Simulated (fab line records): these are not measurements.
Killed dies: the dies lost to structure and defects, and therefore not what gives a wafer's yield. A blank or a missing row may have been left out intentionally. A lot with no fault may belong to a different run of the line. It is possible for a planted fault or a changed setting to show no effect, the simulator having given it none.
Chamber matching -- flow gf180mcu -- pecvd-04 running GF_V2_CVD_02: 3 sister chambers
The step deposits SiO2 from TEOS, target thk 850 nm, time 94.851 s. 3 wafers are shown with their chamber, then 11 later ones without.

## EACH WAFER AND ITS CHAMBER
wafer,chamber,heaterPowerW (W)
L090.4,0,680
L090.5,1,734
L091.3,2,655

## WAFERS WITHOUT THEIR CHAMBER
wafer,heaterPowerW (W)
L091.4,764
L091.6,675
L096.1,739
L096.2,713
L096.3,592
L096.4,744
L096.5,770
L096.6,645
L097.1,683
L097.5,530
L097.6,717

## CHAMBER TAKEN BY EACH
wafer,from the rows above,in truth
L091.4,can't be placed: 1 or 0 or 2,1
L091.6,can't be placed: 0 or 2 or 1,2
L096.1,can't be placed: 1 or 0 or 2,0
L096.2,can't be placed: 1 or 0 or 2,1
L096.3,can't be placed: 2 or 0 or 1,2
L096.4,can't be placed: 1 or 0 or 2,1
L096.5,can't be placed: 1 or 0 or 2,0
L096.6,can't be placed: 2 or 0 or 1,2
L097.1,can't be placed: 0 or 2 or 1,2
L097.5,can't be placed: 2 or 0 or 1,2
L097.6,can't be placed: 1 or 0 or 2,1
0 of 11 placed correctly. Can't be placed from these rows: 11 (the true chamber is among the candidates in 11). Number placed wrongly: 0.
How it was worked out, from the rows above alone: a wafer's distance from a chamber is the root of the sum, over the readings, of the square of ((its reading less the chamber's mean) divided by the reading's scatter). If the next closest chamber is less than 2 further off than the closest, the wafer can't be placed; otherwise it belongs to the closest. A chamber's mean is the mean of its shown wafers. The scatter (one wafer shown for each chamber): square how far every hidden wafer sits from the nearest shown wafer, average those squares and take the square root.
